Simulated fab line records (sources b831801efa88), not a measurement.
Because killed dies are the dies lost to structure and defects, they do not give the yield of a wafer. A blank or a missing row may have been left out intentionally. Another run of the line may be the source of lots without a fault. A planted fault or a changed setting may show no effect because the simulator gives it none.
The tool behind it: which one? -- flow gf180mcu -- Sampling: 14 lots, 42 wafers, 3 of 602 route steps

## WHAT EACH GAUGE READ, for each wafer
GF_M3_CD_MEAS_14: the cd target is 280 nm.
lot,measured,on,cd_nm (nm)
L351,day 21 04:47,cd_sem-01,278.6 278.8 279.2
L352,day 21 16:43,cd_sem-02,280.4 279.7 280.0
L353,day 21 18:56,cd_sem-01,280.5 281.2 281.2
L354,day 22 12:07,cd_sem-02,280.0 280.1 279.6
L355,day 22 22:54,cd_sem-01,279.6 279.5 278.7
L356,day 23 12:05,cd_sem-02,281.6 280.5 281.5
L357,day 23 15:14,cd_sem-02,278.6 277.9 278.7
L359,day 24 09:59,cd_sem-02,282.4 281.4 281.9
L363,day 25 14:59,cd_sem-01,282.3 283.1 281.8
L364,day 26 00:11,cd_sem-02,279.7 280.2 278.5
L365,day 26 05:13,cd_sem-01,280.1 279.6 281.2
L370,day 27 17:46,cd_sem-02,281.7 282.8 282.2
L373,day 28 13:28,cd_sem-02,278.6 276.8 278.0
L374,day 28 19:56,cd_sem-02,279.8 279.7 278.6

GF_V3_THK_MEAS_01.
lot,measured,on,V3_CVD_00_THK (nm)
L351,day 21 05:40,film_metro-01,596 605 588
L352,day 21 17:35,film_metro-01,596 597 603
L353,day 21 19:58,film_metro-04,608 604 610
L354,day 22 13:02,film_metro-01,592 590 598
L355,day 22 23:47,film_metro-04,602 610 602
L356,day 23 12:59,film_metro-04,599 600 602
L357,day 23 16:07,film_metro-04,604 601 598
L359,day 24 10:56,film_metro-04,599 596 596
L363,day 25 15:59,film_metro-01,605 605 614
L364,day 26 01:34,film_metro-04,592 603 593
L365,day 26 06:05,film_metro-02,587 585 588
L370,day 27 18:42,film_metro-01,605 595 589
L373,day 28 14:22,film_metro-01,596 599 598
L374,day 28 20:50,film_metro-04,599 597 597

## WHAT TOOL EACH LOT RAN ON (gives the tool, then ch and the chambers of the sampled wafers, and finally the start)
lot,GF_M3_SPUTTER_03
L351,"pvd_sputter-02, day 20 04:49"
L352,"pvd_sputter-02, day 20 16:16"
L353,"pvd_sputter-04, day 20 19:16"
L354,"pvd_sputter-01, day 21 12:45"
L355,"pvd_sputter-04, day 21 23:47"
L356,"pvd_sputter-01, day 22 13:17"
L357,"pvd_sputter-02, day 22 16:13"
L359,"pvd_sputter-04, day 23 12:09"
L363,"pvd_sputter-02, day 24 17:49"
L364,"pvd_sputter-02, day 25 03:11"
L365,"pvd_sputter-04, day 25 07:57"
L370,"pvd_sputter-04, day 26 21:39"
L373,"pvd_sputter-02, day 27 17:27"
L374,"pvd_sputter-02, day 28 00:23"
- GF_M3_SPUTTER_03: material Ti, target thk 10 nm, time 6.7 s.

## WHAT THE TOOLS THEMSELVES READ (means of the sampled wafers that have a number; where no wafer has one, the mark that the record gives instead)
GF_M3_SPUTTER_03.
lot,tool,throttle_valve_pct (%)
L351,pvd_sputter-02,28.8
L352,pvd_sputter-02,28.9
L353,pvd_sputter-04,28.6
L354,pvd_sputter-01,30.4
L355,pvd_sputter-04,28.9
L356,pvd_sputter-01,30.2
L357,pvd_sputter-02,29.2
L359,pvd_sputter-04,29.4
L363,pvd_sputter-02,28.8
L364,pvd_sputter-02,30.0
L365,pvd_sputter-04,29.0
L370,pvd_sputter-04,29.2
L373,pvd_sputter-02,29.9
L374,pvd_sputter-02,29.9

## THE ANSWER, worked out from the rows above alone
Rule: what is usual is taken from the lots themselves. The widest of any qualifying gaps counts: lots, ordered by their means at a reading, are off when they make up no more than a third of the lots, leave a main group of 4 or more, and stand apart from it by 3 or more times the standard deviation of that group's means. A main group whose means are all the same, to the digits that the tables above print for the reading, isn't used. Also off: a lot with no number at a reading for which 4 or more lots have one. The other lots that the step has rows for count as sound. First the gauges in route order, then the tools' own readings, where a lot's mean is used as printed above. At the first step where some lot is off, the reading lying furthest off is the one used; lots without a number count as furthest.
None of the lots is off at any reading shown; this tells nothing.

## WHAT THE SIMULATOR HAD INSERTED
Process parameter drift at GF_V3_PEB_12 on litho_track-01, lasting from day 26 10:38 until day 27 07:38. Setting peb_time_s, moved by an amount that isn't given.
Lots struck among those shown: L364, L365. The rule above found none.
